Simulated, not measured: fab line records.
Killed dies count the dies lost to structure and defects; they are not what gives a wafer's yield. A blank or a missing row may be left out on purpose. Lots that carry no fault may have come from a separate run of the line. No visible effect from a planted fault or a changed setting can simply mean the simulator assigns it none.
Chamber matching / flow gf180mcu / 3 sister chambers for GF_V2_CVD_02 on pecvd-03
The step deposits SiO2 from TEOS, target thk 850 nm, time 94.851 s. 18 wafers are shown with their chamber, then 9 later ones without.

== WAFERS, EACH WITH ITS CHAMBER ==
wafer=L077.4; chamber=0; heaterPowerW (W)=898; rfFwdPowerW (W)=595.0
wafer=L077.5; chamber=2; heaterPowerW (W)=627; rfFwdPowerW (W)=596.2
wafer=L077.6; chamber=1; heaterPowerW (W)=664; rfFwdPowerW (W)=594.9
wafer=L080.1; chamber=0; heaterPowerW (W)=766; rfFwdPowerW (W)=593.7
wafer=L080.3; chamber=2; heaterPowerW (W)=649; rfFwdPowerW (W)=596.6
wafer=L080.5; chamber=1; heaterPowerW (W)=571; rfFwdPowerW (W)=599.0
wafer=L081.1; chamber=0; heaterPowerW (W)=744; rfFwdPowerW (W)=598.4
wafer=L081.2; chamber=2; heaterPowerW (W)=549; rfFwdPowerW (W)=599.4
wafer=L081.4; chamber=2; heaterPowerW (W)=619; rfFwdPowerW (W)=601.1
wafer=L083.1; chamber=1; heaterPowerW (W)=632; rfFwdPowerW (W)=595.7
wafer=L083.2; chamber=2; heaterPowerW (W)=686; rfFwdPowerW (W)=594.4
wafer=L083.5; chamber=0; heaterPowerW (W)=870; rfFwdPowerW (W)=591.7
wafer=L084.2; chamber=1; heaterPowerW (W)=719; rfFwdPowerW (W)=594.7
wafer=L084.5; chamber=2; heaterPowerW (W)=551; rfFwdPowerW (W)=599.4
wafer=L084.6; chamber=1; heaterPowerW (W)=579; rfFwdPowerW (W)=596.7
wafer=L089.1; chamber=1; heaterPowerW (W)=610; rfFwdPowerW (W)=594.7
wafer=L089.4; chamber=2; heaterPowerW (W)=656; rfFwdPowerW (W)=596.0
wafer=L089.5; chamber=0; heaterPowerW (W)=710; rfFwdPowerW (W)=591.9

SIGNATURES (means of the wafers above)
reading=heaterPowerW; chamber 0=797.60; chamber 1=629.17; chamber 2=619.57; scatter within a chamber=62.6
reading=rfFwdPowerW; chamber 0=594.140; chamber 1=595.950; chamber 2=597.586; scatter within a chamber=2.29
Rule: a wafer lies at a distance from a chamber equal to the root of the sum of squares, over the readings, of (its reading less the chamber's mean, divided by the reading's scatter). If the next closest chamber is less than 2 further off than the closest, the wafer can't be placed; otherwise it belongs to the closest. The scatter: take each reading less its chamber's mean, square it, sum over the shown wafers, divide by the number of wafers less the number of chambers, and take the root.

== WAFERS WITH NO CHAMBER GIVEN ==
wafer=L094.1; heaterPowerW (W)=683; rfFwdPowerW (W)=596.9
wafer=L094.3; heaterPowerW (W)=736; rfFwdPowerW (W)=595.4
wafer=L094.4; heaterPowerW (W)=534; rfFwdPowerW (W)=598.5
wafer=L096.2; heaterPowerW (W)=677; rfFwdPowerW (W)=596.5
wafer=L096.3; heaterPowerW (W)=731; rfFwdPowerW (W)=596.3
wafer=L096.5; heaterPowerW (W)=650; rfFwdPowerW (W)=598.3
wafer=L095.1; heaterPowerW (W)=700; rfFwdPowerW (W)=597.2
wafer=L095.5; heaterPowerW (W)=713; rfFwdPowerW (W)=595.3
wafer=L095.6; heaterPowerW (W)=704; rfFwdPowerW (W)=594.0

== EACH ONE'S CHAMBER ==
wafer=L094.1; from the rows above=can't be placed: 1 or 2 or 0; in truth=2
wafer=L094.3; from the rows above=can't be placed: 0 or 1 or 2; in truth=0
wafer=L094.4; from the rows above=can't be placed: 2 or 1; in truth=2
wafer=L096.2; from the rows above=can't be placed: 1 or 2 or 0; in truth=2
wafer=L096.3; from the rows above=can't be placed: 0 or 1 or 2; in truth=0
wafer=L096.5; from the rows above=can't be placed: 2 or 1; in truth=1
wafer=L095.1; from the rows above=can't be placed: 1 or 2 or 0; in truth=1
wafer=L095.5; from the rows above=can't be placed: 1 or 0 or 2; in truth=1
wafer=L095.6; from the rows above=can't be placed: 1 or 0 or 2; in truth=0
0 of 9 placed correctly. Cannot be placed on the basis of these rows: 9; the candidates contain the true chamber in 9. 0 placed wrongly.
